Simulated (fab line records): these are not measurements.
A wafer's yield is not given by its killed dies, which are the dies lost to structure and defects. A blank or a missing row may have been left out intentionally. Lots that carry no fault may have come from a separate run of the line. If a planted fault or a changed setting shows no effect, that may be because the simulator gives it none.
Chamber matching / flow sky130 / rie-diel-03 running SKY_POLY_GATE_ETCH_15: 4 sister chambers
The step etches BARC in N2/H2, stops on SiO2, time 118.5 s, target depth 110 nm. 4 wafers are shown with their chamber, then 7 later ones without.

== EACH WAFER AND ITS CHAMBER ==
wafer=L081.3; chamber=2; drypump-motor-current-A (A)=5.7
wafer=L081.6; chamber=1; drypump-motor-current-A (A)=5.3
wafer=L084.3; chamber=3; drypump-motor-current-A (A)=5.1
wafer=L084.4; chamber=0; drypump-motor-current-A (A)=5.4

== WAFERS WITHOUT THEIR CHAMBER ==
wafer=L084.6; drypump-motor-current-A (A)=5.3
wafer=L086.2; drypump-motor-current-A (A)=5.5
wafer=L086.4; drypump-motor-current-A (A)=5.3
wafer=L086.6; drypump-motor-current-A (A)=5.7
wafer=L097.1; drypump-motor-current-A (A)=5.6
wafer=L097.2; drypump-motor-current-A (A)=5.5
wafer=L097.4; drypump-motor-current-A (A)=5.2

== EACH ONE'S CHAMBER ==
wafer=L084.6; from the rows above=can't be placed: 1 or 0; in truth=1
wafer=L086.2; from the rows above=can't be placed: 0 or 1 or 2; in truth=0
wafer=L086.4; from the rows above=can't be placed: 1 or 0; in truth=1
wafer=L086.6; from the rows above=2; in truth=2
wafer=L097.1; from the rows above=can't be placed: 2 or 0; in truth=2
wafer=L097.2; from the rows above=can't be placed: 0 or 1 or 2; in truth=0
wafer=L097.4; from the rows above=can't be placed: 1 or 3 or 0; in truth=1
Correctly placed: 1 of 7. Cannot be placed on the basis of these rows: 6; the candidates contain the true chamber in 6. Wrongly placed: 0.
How it was worked out, from the rows above alone: a wafer's distance from a chamber is the root of the sum, over the readings, of the square of ((its reading less the chamber's mean) divided by the reading's scatter). The wafer belongs to the nearest chamber; if the next one is less than 2 further off, it can't be placed. The mean given for a chamber averages the wafers shown for that chamber. The scatter: root of mean squared gap, hidden wafer to nearest shown wafer, with one shown wafer a chamber.
